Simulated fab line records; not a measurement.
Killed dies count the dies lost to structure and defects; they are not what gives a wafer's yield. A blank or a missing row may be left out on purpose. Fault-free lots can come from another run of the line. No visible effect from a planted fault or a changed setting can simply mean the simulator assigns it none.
fab line records	flow gf180mcu
record: lots: 24	wafers: 72	lastDay: 34
route steps=602 shown M1@332 M3@410 V4@500 V5@557 TOP_METAL@567
lots with no fault: from the same line, run without faults
startH: start of the lot's first displayed wafer, in hours after the record's first day	waitH: hours from the lot's prior step to this one	" repeats the value in the row above	L1.1+2: a single row standing in for several wafers	- either no value or no given start	* or withheld: withheld	< > ~ a bound
route shown NAME@n: a module of which the file shows steps, and the number in the route of the first	usual: the fault-free wafers' mean and standard deviation	same: alike in all rows	chamber/n: place in a boat	sites: per-site readings	_std_site: how widely they spread, as a standard deviation	_edge_site: outer sites' mean less inner sites'	radiusMm: for every site, how far away it sits from the centre of the wafer	mask NAME#n: copy n	behind: tool/chamber where the wafer was last shaped	hold: why the lot went on hold/how many hours it stayed there/how the hold came to an end	device: whichever transistor did not switch (one of n, p or np)	end of line: tests of these same wafers at the route's end	step lacking rows: just its recipe	killed: at the first sort, the dies lost to defects and structure; wafer yield is something else	map: a wafer's dies, marking killed ones x, the rest . and places with no die _
set.NAME: the run value of the setting; set.NAME@STEP: its run value at that earlier step	model.NAME: the simulator's own value behind a step, which no gauge read
steps of the route over a sample of lots; a table a step, a row a wafer
services: a tool's chamber out of use, with start hour (startH, from the record's first day; less than 0 if before it), hours out, and reason
== steps ==
step: GF_M1_STRIP_17
recipe: chemistry: O2/N2	powerW: 1400	pressureMtorr: 1500	platenTempC: 250	o2FlowSccm: 3000	n2FlowSccm: 300	overashFraction: 0.5
usual: drypumpMotorCurrentA: 5.8/0.45	heaterPowerW: 305/8.4	oesProductAu: 0.558/0.0049	platenTempC: 250.00/0.18	stripTimeToEndpointS: 7.89/0.032
lot.wafer	tool	chamber	startH	waitH	drypumpMotorCurrentA	heaterPowerW	oesProductAu	platenTempC	rfHoursCounterH	stripTimeToEndpointS
L074.1	plasmaAsher-03	1	405.61	0.1	6.2	292	0.551	250.13	71	7.88
L074.3	"	1	"	"	6.2	298	0.558	250.21	-	7.86
L074.6	"	0	"	"	6.5	306	0.556	249.82	-	7.86
L075.2	plasmaAsher-03	0	413.91	0.1	6.5	294	0.551	250.07	72	7.92
L075.4	"	0	"	"	6.5	296	0.565	249.80	-	7.93
L075.6	"	0	"	"	6.5	293	0.562	250.00	-	7.93
L076.3	plasmaAsher-01	0	423.44	0.1	5.4	323	0.555	249.84	-	7.86
L076.4	"	1	"	"	5.7	300	0.558	250.02	-	7.87
L076.5	"	1	"	"	5.7	303	0.558	249.92	-	7.86
L077.1	plasmaAsher-03	1	424.16	0.1	6.1	298	0.564	250.22	73	7.95
L077.4	"	1	"	"	6.2	296	0.558	249.99	-	7.94
L077.6	"	0	"	"	6.5	293	0.559	249.95	-	7.94
L078.1	plasmaAsher-03	0	427.26	0.1	6.5	307	0.558	249.89	74	7.86
L078.2	"	1	"	"	6.2	296	0.557	249.96	74	7.88
L078.6	"	1	"	"	6.2	292	0.560	250.18	-	7.87
L080.1	plasmaAsher-01	0	440.86	0.1	5.4	315	0.558	249.98	36	7.88
L080.2	"	1	"	"	5.7	305	0.546	249.97	36	7.91
L080.5	"	1	"	"	5.8	300	0.553	250.06	-	7.94
L079.2	plasmaAsher-02	1	445.90	0.1	5.3	321	0.557	249.84	2	7.85
L079.3	"	0	"	"	5.6	312	0.553	250.01	-	7.91
L079.6	"	0	"	"	5.5	295	0.555	250.18	-	7.89
L082.1	plasmaAsher-03	1	461.06	0.1	6.2	294	0.559	249.98	77	7.91
L082.3	"	1	"	"	6.1	287	0.550	250.11	-	7.85
L082.6	"	1	"	"	6.1	296	0.558	250.30	-	7.90
L083.1	plasmaAsher-01	1	469.31	0.1	5.7	303	0.561	249.92	39	7.93
L083.4	"	1	"	"	5.8	298	0.559	249.82	-	7.86
L083.5	"	1	"	"	5.7	301	0.566	249.97	-	7.89
L081.1	plasmaAsher-02	0	469.90	0.1	5.6	307	0.561	250.14	4	7.94
L081.2	"	1	"	"	5.3	315	0.556	250.23	4	7.91
L081.5	"	1	"	"	5.3	306	0.563	249.88	-	7.92
L084.1	plasmaAsher-01	1	478.65	0.1	5.7	304	0.558	249.91	40	7.87
L084.3	"	0	"	"	5.4	310	0.561	249.92	-	7.87
L084.5	"	1	"	"	5.7	303	0.556	249.92	-	7.84
L085.2	plasmaAsher-03	0	484.85	0.1	6.5	300	0.550	250.01	79	7.91
L085.4	"	1	"	"	6.1	292	0.553	249.86	-	7.82
L085.6	"	0	"	"	6.5	292	0.554	250.09	-	7.84
L086.1	plasmaAsher-02	0	493.71	0.1	5.5	304	0.557	249.98	7	7.89
L086.3	"	0	"	"	5.6	302	0.558	250.08	-	7.87
L086.4	"	1	"	"	5.3	304	0.558	249.84	-	7.91
L087.2	plasmaAsher-03	0	504.26	0.1	6.5	303	0.554	249.82	81	7.89
L087.3	"	0	"	"	6.5	291	0.560	249.73	-	7.88
L087.5	"	1	"	"	6.1	299	0.563	249.76	-	7.89
L088.1	plasmaAsher-02	0	506.26	0.1	5.6	308	0.561	250.09	8	7.89
L088.5	"	1	"	"	5.3	315	0.555	249.67	-	7.88
L088.6	"	0	"	"	5.5	308	0.561	249.93	-	7.86
L089.3	plasmaAsher-02	1	519.89	0.1	5.3	317	0.552	249.75	-	7.91
L089.5	"	0	"	"	5.6	308	0.555	249.96	-	7.84
L089.6	"	1	"	"	5.3	320	0.549	249.76	-	7.93
L090.2	plasmaAsher-02	0	526.46	0.1	5.6	304	0.546	249.71	10	7.90
L090.3	"	0	"	"	5.6	300	0.555	249.82	-	7.93
L090.5	"	1	"	"	5.3	309	0.554	249.98	-	7.92
L091.3	plasmaAsher-02	0	535.32	0.1	5.5	307	0.555	250.10	-	7.88
L091.4	"	1	"	"	5.3	325	0.564	249.75	-	7.86
L091.5	"	1	"	"	5.3	316	0.559	250.13	-	7.84
L092.1	plasmaAsher-02	1	544.06	0.1	5.3	311	0.562	250.14	13	7.87
L092.3	"	1	"	"	5.3	315	0.547	249.95	-	7.86
L092.5	"	1	"	"	5.3	311	0.561	249.87	-	7.87
L093.1	plasmaAsher-02	0	546.45	0.1	5.5	307	0.559	250.03	13	7.93
L093.2	"	1	"	"	5.3	307	0.562	250.07	13	7.89
L093.5	"	1	"	"	5.3	311	0.553	249.96	-	7.92
L094.2	plasmaAsher-02	0	558.50	0.1	5.5	305	0.560	250.25	14	7.91
L094.4	"	0	"	"	5.5	304	0.566	250.03	-	7.88
L094.6	"	1	"	"	5.3	319	0.551	250.12	-	7.93
L095.2	plasmaAsher-02	1	560.86	0.1	5.3	314	0.567	249.98	14	8.00
L095.3	"	0	"	"	5.5	311	0.562	250.16	-	7.91
L095.4	"	1	"	"	5.3	317	0.557	249.81	-	7.96
L096.2	plasmaAsher-03	1	569.31	0.1	6.1	292	0.568	250.05	88	7.91
L096.3	"	0	"	"	6.5	304	0.565	249.67	-	7.88
L096.6	"	0	"	"	6.5	298	0.560	249.94	-	7.88
L097.4	plasmaAsher-03	1	574.80	0.1	6.1	295	0.556	249.92	-	7.85
L097.5	"	1	"	"	6.2	293	0.559	249.95	-	7.89
L097.6	"	0	"	"	6.5	300	0.558	250.18	-	7.87
step: GF_M3_SPUTTER_01
recipe: material: TiN	targetThkNm: 30	powerW: 6500	timeS: 25	chamberPressurePa: 0.4
usual: throttleValvePct: 29.4/1.3
lot.wafer	tool	chamber	startH	waitH	throttleValvePct
L074.1	pvdSputter-01	-	484.55	0.1	29.3
L074.3	"	-	"	"	26.8
L074.6	"	-	"	"	26.6
L075.2	pvdSputter-02	-	491.68	0.1	31.3
L075.4	"	-	"	"	30.1
L075.6	"	-	"	"	29.9
L076.3	pvdSputter-01	-	502.63	0.1	30.7
L076.4	"	-	"	"	29.4
L076.5	"	-	"	"	30.9
L077.1	pvdSputter-03	-	503.31	0.1	29.1
L077.4	"	-	"	"	28.5
L077.6	"	-	"	"	28.9
L078.1	pvdSputter-02	-	507.15	0.1	31.2
L078.2	"	-	"	"	30.1
L078.6	"	-	"	"	30.0
L080.1	pvdSputter-01	-	520.49	0.1	30.8
L080.2	"	-	"	"	29.5
L080.5	"	-	"	"	29.6
L079.2	pvdSputter-02	-	523.51	0.1	31.4
L079.3	"	-	"	"	28.7
L079.6	"	-	"	"	29.0
L082.1	pvdSputter-01	-	536.94	0.1	31.0
L082.3	"	-	"	"	29.5
L082.6	"	-	"	"	29.5
L083.1	pvdSputter-01	-	546.39	0.1	29.8
L083.4	"	-	"	"	29.3
L083.5	"	-	"	"	26.8
L081.1	pvdSputter-02	-	546.69	0.1	28.8
L081.2	"	-	"	"	29.3
L081.5	"	-	"	"	28.8
L084.1	pvdSputter-03	-	553.54	0.1	29.0
L084.3	"	-	"	"	28.3
L084.5	"	-	"	"	29.2
L085.2	pvdSputter-01	-	559.23	0.1	29.6
L085.4	"	-	"	"	30.9
L085.6	"	-	"	"	29.5
L086.1	pvdSputter-02	-	575.84	0.1	28.9
L086.3	"	-	"	"	30.1
L086.4	"	-	"	"	31.2
L087.2	pvdSputter-01	-	576.79	0.1	29.6
L087.3	"	-	"	"	30.8
L087.5	"	-	"	"	30.6
L088.1	pvdSputter-02	-	577.60	0.1	29.2
L088.5	"	-	"	"	29.2
L088.6	"	-	"	"	30.2
L089.3	pvdSputter-01	-	591.58	0.1	29.7
L089.5	"	-	"	"	29.9
L089.6	"	-	"	"	26.8
L090.2	pvdSputter-03	-	601.39	0.1	28.3
L090.3	"	-	"	"	29.1
L090.5	"	-	"	"	29.2
L091.3	pvdSputter-03	-	607.25	0.1	28.7
L091.4	"	-	"	"	29.2
L091.5	"	-	"	"	31.3
L092.1	pvdSputter-01	-	613.67	0.1	29.4
L092.3	"	-	"	"	26.8
L092.5	"	-	"	"	30.7
L093.1	pvdSputter-03	-	617.03	0.1	28.6
L093.2	"	-	"	"	31.7
L093.5	"	-	"	"	31.4
L094.2	pvdSputter-03	-	628.28	0.1	29.1
L094.4	"	-	"	"	28.3
L094.6	"	-	"	"	31.6
L095.2	pvdSputter-01	-	630.08	0.1	29.4
L095.3	"	-	"	"	30.9
L095.4	"	-	"	"	29.2
L096.2	pvdSputter-03	-	637.60	0.1	29.2
L096.3	"	-	"	"	31.7
L096.6	"	-	"	"	28.4
L097.4	pvdSputter-01	-	642.45	0.1	26.7
L097.5	"	-	"	"	29.7
L097.6	"	-	"	"	26.8
step: GF_V4_RS_MEAS_24
recipe: thkMeasGauge: four-point-probe	reads: W_of_V4_CVD_23+TiN_of_V4_SPUTTER_22+Ti_of_V4_SPUTTER_21
usual: V4_W_RS: 0.314/0.0056
lot.wafer	tool	chamber	startH	waitH	V4_W_RS[ohm/sq]
L074.1	filmMetro-03	-	579.27	0.1	0.310
L074.3	"	-	"	"	0.309
L074.6	"	-	"	"	0.319
L075.2	filmMetro-02	-	592.12	0.1	0.316
L075.4	"	-	"	"	0.314
L075.6	"	-	"	"	0.313
L077.1	filmMetro-02	-	597.22	0.1	0.315
L077.4	"	-	"	"	0.306
L077.6	"	-	"	"	0.308
L076.3	filmMetro-01	-	597.25	0.1	0.318
L076.4	"	-	"	"	0.314
L076.5	"	-	"	"	0.316
L078.1	filmMetro-01	-	599.42	0.1	0.318
L078.2	"	-	"	"	0.318
L078.6	"	-	"	"	0.319
L080.1	filmMetro-03	-	612.92	0.1	0.313
L080.2	"	-	"	"	0.308
L080.5	"	-	"	"	0.313
L079.2	filmMetro-03	-	616.33	0.1	0.303
L079.3	"	-	"	"	0.311
L079.6	"	-	"	"	0.301
L082.1	filmMetro-03	-	628.60	0.1	0.316
L082.3	"	-	"	"	0.317
L082.6	"	-	"	"	0.311
L083.1	filmMetro-03	-	635.76	0.1	0.309
L083.4	"	-	"	"	0.316
L083.5	"	-	"	"	0.307
L081.1	filmMetro-03	-	636.12	0.1	0.308
L081.2	"	-	"	"	0.299
L081.5	"	-	"	"	0.301
L084.1	filmMetro-02	-	642.86	0.1	0.320
L084.3	"	-	"	"	0.317
L084.5	"	-	"	"	0.317
L085.2	filmMetro-02	-	647.24	0.1	0.313
L085.4	"	-	"	"	0.319
L085.6	"	-	"	"	0.310
L086.1	filmMetro-01	-	663.60	0.1	0.319
L086.3	"	-	"	"	0.320
L086.4	"	-	"	"	0.315
L087.2	filmMetro-03	-	665.18	0.1	0.322
L087.3	"	-	"	"	0.319
L087.5	"	-	"	"	0.314
L088.1	filmMetro-01	-	665.80	0.1	0.308
L088.5	"	-	"	"	0.314
L088.6	"	-	"	"	0.307
L089.3	filmMetro-03	-	678.41	0.1	0.314
L089.5	"	-	"	"	0.312
L089.6	"	-	"	"	0.305
L090.2	filmMetro-03	-	687.55	0.1	0.319
L090.3	"	-	"	"	0.318
L090.5	"	-	"	"	0.319
L091.3	filmMetro-01	-	693.19	0.1	0.313
L091.4	"	-	"	"	0.320
L091.5	"	-	"	"	0.321
L092.1	filmMetro-03	-	697.39	0.1	0.326
L092.3	"	-	"	"	0.324
L092.5	"	-	"	"	0.323
L093.1	filmMetro-03	-	701.77	0.1	0.309
L093.2	"	-	"	"	0.317
L093.5	"	-	"	"	0.317
L094.2	filmMetro-03	-	710.46	0.1	0.307
L094.4	"	-	"	"	0.307
L094.6	"	-	"	"	0.314
L095.2	filmMetro-03	-	712.61	0.1	0.321
L095.3	"	-	"	"	0.322
L095.4	"	-	"	"	0.319
L096.2	filmMetro-03	-	720.08	0.1	0.315
L096.3	"	-	"	"	0.307
L096.6	"	-	"	"	0.310
L097.4	filmMetro-03	-	723.02	0.1	0.313
L097.5	"	-	"	"	0.319
L097.6	"	-	"	"	0.308
step: GF_V5_ETCH_17
recipe: chemistry: C4F8/O2/Ar	maskMaterial: KrF	target: SiO2	stopOn: TiN	sourceW: 1500	biasW: 1200	pressureMtorr: 40	c4f8FlowSccm: withheld	O2_flow_sccm: 6	Ar_flow_sccm: 300	timeS: withheld	targetDepthA: 8550
usual: oesProductAu: 0.859/0.0051	rfFwdPowerW: 1494/5.2
lot.wafer	tool	chamber	startH	waitH	oesProductAu	rfFwdPowerW
L074.1	rieDiel-02	3	-	-	0.858	1494
L074.3	"	0	"	"	0.858	1493
L074.6	"	3	"	"	0.857	1495
L075.2	rieDiel-01	3	-	-	0.860	1493
L075.4	"	0	"	"	0.858	1502
L075.6	"	1	"	"	0.859	1485
L076.3	rieDiel-01	1	-	-	0.855	1498
L076.4	"	2	"	"	0.860	1496
L076.5	"	1	"	"	0.859	1495
L077.1	rieDiel-02	1	-	-	0.867	1492
L077.4	"	0	"	"	0.862	1494
L077.6	"	0	"	"	0.866	1494
L078.1	rieDiel-03	0	-	-	0.859	1493
L078.2	"	3	"	"	0.853	1505
L078.6	"	1	"	"	0.849	1497
L080.1	rieDiel-03	0	-	-	0.864	1487
L080.2	"	3	"	"	0.869	1500
L080.5	"	2	"	"	0.860	1487
L079.2	rieDiel-02	1	-	-	0.864	1493
L079.3	"	0	"	"	0.854	1495
L079.6	"	3	"	"	0.860	1488
L082.1	rieDiel-02	2	-	-	0.856	1488
L082.3	"	0	"	"	0.855	1485
L082.6	"	1	"	"	0.858	1480
L083.1	rieDiel-01	2	-	-	0.856	1489
L083.4	"	0	"	"	0.855	1495
L083.5	"	2	"	"	0.857	1494
L081.1	rieDiel-03	0	-	-	0.857	1500
L081.2	"	3	"	"	0.869	1488
L081.5	"	2	"	"	0.871	1498
L084.1	rieDiel-03	3	-	-	0.863	1501
L084.3	"	2	"	"	0.860	1488
L084.5	"	2	"	"	0.856	1491
L085.2	rieDiel-02	1	-	-	0.855	1488
L085.4	"	0	"	"	0.860	1495
L085.6	"	3	"	"	0.844	1493
L086.1	rieDiel-03	3	-	-	0.859	1496
L086.3	"	2	"	"	0.863	1493
L086.4	"	1	"	"	0.862	1502
L087.2	rieDiel-03	2	-	-	0.860	1490
L087.3	"	0	"	"	0.862	1504
L087.5	"	2	"	"	0.859	1498
L088.1	rieDiel-01	2	-	-	0.860	1493
L088.5	"	3	"	"	0.866	1498
L088.6	"	2	"	"	0.857	1495
L089.3	rieDiel-02	0	-	-	0.854	1498
L089.5	"	1	"	"	0.851	1487
L089.6	"	0	"	"	0.852	1499
L090.2	rieDiel-01	2	-	-	0.855	1494
L090.3	"	1	"	"	0.863	1487
L090.5	"	0	"	"	0.862	1494
L091.3	rieDiel-03	3	-	-	0.859	1486
L091.4	"	3	"	"	0.866	1498
L091.5	"	0	"	"	0.857	1496
L092.1	rieDiel-01	3	-	-	0.858	1493
L092.3	"	1	"	"	0.855	1489
L092.5	"	2	"	"	0.862	1493
L093.1	rieDiel-01	1	-	-	0.854	1491
L093.2	"	2	"	"	0.860	1488
L093.5	"	3	"	"	0.858	1495
L094.2	rieDiel-03	2	-	-	0.855	1499
L094.4	"	1	"	"	0.865	1499
L094.6	"	0	"	"	0.856	1487
L095.2	rieDiel-03	0	-	-	0.850	1497
L095.3	"	2	"	"	0.860	1493
L095.4	"	1	"	"	0.853	1498
L096.2	rieDiel-02	1	-	-	0.852	1495
L096.3	"	2	"	"	0.860	1483
L096.6	"	1	"	"	0.864	1488
L097.4	rieDiel-03	1	-	-	0.853	1497
L097.5	"	2	"	"	0.865	1497
L097.6	"	3	"	"	0.870	1493
step: GF_V5_SPUTTER_21
recipe: material: Ti	targetThkNm: 15	chamberPressurePa: 5	powerW: 2500	substrateTempC: 200	timeS: 80.02
usual: throttleValvePct: 30.1/1.1
lot.wafer	tool	chamber	startH	waitH	throttleValvePct
L074.1	pvdSputter-02	-	645.47	0.0	29.1
L074.3	"	-	"	"	31.4
L074.6	"	-	"	"	29.3
L075.2	pvdSputter-03	-	656.78	0.0	29.2
L075.4	"	-	"	"	28.7
L075.6	"	-	"	"	29.1
L076.3	pvdSputter-03	-	660.90	0.0	31.8
L076.4	"	-	"	"	28.9
L076.5	"	-	"	"	31.4
L077.1	pvdSputter-04	-	661.57	0.0	30.9
L077.4	"	-	"	"	31.1
L077.6	"	-	"	"	29.9
L078.1	pvdSputter-04	-	664.58	0.0	30.1
L078.2	"	-	"	"	31.1
L078.6	"	-	"	"	30.4
L080.1	pvdSputter-04	-	675.63	0.0	31.1
L080.2	"	-	"	"	30.5
L080.5	"	-	"	"	31.5
L079.2	pvdSputter-04	-	679.08	0.0	31.1
L079.3	"	-	"	"	29.9
L079.6	"	-	"	"	31.3
L082.1	pvdSputter-04	-	689.75	0.0	31.0
L082.3	"	-	"	"	31.0
L082.6	"	-	"	"	31.0
L083.1	pvdSputter-03	-	697.07	0.0	29.1
L083.4	"	-	"	"	31.6
L083.5	"	-	"	"	31.5
L081.1	pvdSputter-03	-	697.81	0.0	28.2
L081.2	"	-	"	"	29.2
L081.5	"	-	"	"	28.4
L084.1	pvdSputter-03	-	705.06	0.0	29.0
L084.3	"	-	"	"	31.7
L084.5	"	-	"	"	29.1
L085.2	pvdSputter-03	-	709.53	0.0	29.3
L085.4	"	-	"	"	28.3
L085.6	"	-	"	"	29.3
L086.1	pvdSputter-04	-	723.78	0.0	30.7
L086.3	"	-	"	"	30.9
L086.4	"	-	"	"	31.0
L087.2	pvdSputter-02	-	726.23	0.0	31.0
L087.3	"	-	"	"	30.1
L087.5	"	-	"	"	30.0
L088.1	pvdSputter-04	-	726.58	0.0	31.1
L088.5	"	-	"	"	30.8
L088.6	"	-	"	"	30.0
L089.3	pvdSputter-04	-	737.36	0.0	29.9
L089.5	"	-	"	"	29.9
L089.6	"	-	"	"	31.2
L090.2	pvdSputter-03	-	744.93	0.0	31.3
L090.3	"	-	"	"	29.3
L090.5	"	-	"	"	29.1
L091.3	pvdSputter-04	-	749.27	0.0	29.9
L091.4	"	-	"	"	30.2
L091.5	"	-	"	"	31.2
L092.1	pvdSputter-03	-	754.04	0.0	28.8
L092.3	"	-	"	"	28.5
L092.5	"	-	"	"	29.0
L093.1	pvdSputter-03	-	757.75	0.0	28.4
L093.2	"	-	"	"	29.2
L093.5	"	-	"	"	29.3
L094.2	pvdSputter-02	-	764.92	0.0	29.9
L094.4	"	-	"	"	29.4
L094.6	"	-	"	"	29.0
L095.2	pvdSputter-03	-	766.88	0.0	29.5
L095.3	"	-	"	"	28.9
L095.4	"	-	"	"	28.4
L096.2	pvdSputter-03	-	773.62	0.0	29.1
L096.3	"	-	"	"	28.2
L096.6	"	-	"	"	28.8
L097.4	pvdSputter-02	-	777.11	0.0	31.0
L097.5	"	-	"	"	29.4
L097.6	"	-	"	"	30.1
step: GF_TOP_METAL_SPUTTER_00
recipe: material: Ti	targetThkNm: 37.5	arrivingIonEnergyEv: 80	substrateTempC: 200	chamberPressurePa: 2	powerW: 4000	timeS: 150
usual: throttleValvePct: 29.9/1.1
lot.wafer	tool	chamber	startH	waitH	throttleValvePct
L074.1	pvdSputter-01	-	646.17	0.1	29.1
L074.3	"	-	"	"	26.8
L074.6	"	-	"	"	29.8
L075.2	pvdSputter-01	-	657.48	0.1	29.9
L075.4	"	-	"	"	27.1
L075.6	"	-	"	"	26.9
L076.3	pvdSputter-01	-	661.59	0.1	29.1
L076.4	"	-	"	"	29.6
L076.5	"	-	"	"	26.8
L077.1	pvdSputter-04	-	662.26	0.2	30.2
L077.4	"	-	"	"	31.2
L077.6	"	-	"	"	30.7
L078.1	pvdSputter-02	-	665.27	0.1	31.2
L078.2	"	-	"	"	29.6
L078.6	"	-	"	"	29.2
L080.1	pvdSputter-02	-	676.32	0.2	31.2
L080.2	"	-	"	"	28.8
L080.5	"	-	"	"	28.8
L079.2	pvdSputter-04	-	679.78	0.1	31.2
L079.3	"	-	"	"	31.3
L079.6	"	-	"	"	30.9
L082.1	pvdSputter-01	-	690.44	0.2	29.2
L082.3	"	-	"	"	29.6
L082.6	"	-	"	"	29.8
L083.1	pvdSputter-01	-	697.77	0.1	29.7
L083.4	"	-	"	"	29.4
L083.5	"	-	"	"	30.8
L081.1	pvdSputter-02	-	698.50	0.2	29.9
L081.2	"	-	"	"	28.9
L081.5	"	-	"	"	29.0
L084.1	pvdSputter-02	-	705.75	0.2	31.4
L084.3	"	-	"	"	30.0
L084.5	"	-	"	"	28.9
L085.2	pvdSputter-04	-	710.23	0.1	31.0
L085.4	"	-	"	"	30.1
L085.6	"	-	"	"	31.1
L086.1	pvdSputter-01	-	724.47	0.2	31.0
L086.3	"	-	"	"	29.5
L086.4	"	-	"	"	29.6
L087.2	pvdSputter-01	-	726.92	0.2	31.1
L087.3	"	-	"	"	29.3
L087.5	"	-	"	"	29.1
L088.1	pvdSputter-04	-	727.27	0.2	31.2
L088.5	"	-	"	"	30.8
L088.6	"	-	"	"	30.1
L089.3	pvdSputter-02	-	738.06	0.1	30.1
L089.5	"	-	"	"	30.0
L089.6	"	-	"	"	31.0
L090.2	pvdSputter-02	-	745.90	0.1	28.7
L090.3	"	-	"	"	30.1
L090.5	"	-	"	"	31.0
L091.3	pvdSputter-02	-	749.96	0.1	30.0
L091.4	"	-	"	"	29.0
L091.5	"	-	"	"	29.5
L092.1	pvdSputter-02	-	754.73	0.2	29.7
L092.3	"	-	"	"	29.3
L092.5	"	-	"	"	29.1
L093.1	pvdSputter-01	-	758.44	0.2	27.1
L093.2	"	-	"	"	29.4
L093.5	"	-	"	"	29.9
L094.2	pvdSputter-02	-	765.62	0.1	31.2
L094.4	"	-	"	"	29.0
L094.6	"	-	"	"	29.4
L095.2	pvdSputter-02	-	767.57	0.2	31.3
L095.3	"	-	"	"	29.1
L095.4	"	-	"	"	29.5
L096.2	pvdSputter-02	-	774.31	0.1	29.7
L096.3	"	-	"	"	31.2
L096.6	"	-	"	"	29.0
L097.4	pvdSputter-02	-	777.82	0.3	29.4
L097.5	"	-	"	"	31.3
L097.6	"	-	"	"	29.9
== services ==
tool	chamber	startH	hours	kind
pvdSputter-04	-	390.91	1.1	repair
plasmaAsher-02	-	421.25	9.0	pm
pvdSputter-01	-	422.88	2.7	repair
rieDiel-03	-	424.47	2.3	repair
pvdSputter-04	-	426.54	1.9	repair
pvdSputter-02	-	430.37	0.5	repair
pvdSputter-03	-	438.03	2.3	repair
pvdSputter-04	-	444.66	3.8	repair
pvdSputter-02	-	445.12	3.2	repair
pvdSputter-03	-	481.84	11.0	repair
pvdSputter-01	-	527.12	4.0	repair
pvdSputter-02	-	535.58	4.0	repair
pvdSputter-03	-	540.14	2.9	repair
pvdSputter-04	-	561.00	1.6	repair
plasmaAsher-02	-	579.02	7.9	repair
pvdSputter-04	-	618.24	2.5	repair
pvdSputter-04	-	646.31	5.4	repair
pvdSputter-02	-	648.71	3.1	repair
pvdSputter-03	-	662.97	13.3	repair
pvdSputter-03	-	664.13	0.7	repair
pvdSputter-02	-	667.51	2.9	repair
pvdSputter-04	-	695.97	6.9	repair
pvdSputter-04	-	711.09	3.4	repair
pvdSputter-01	-	762.53	3.6	repair
== key ==
fault none
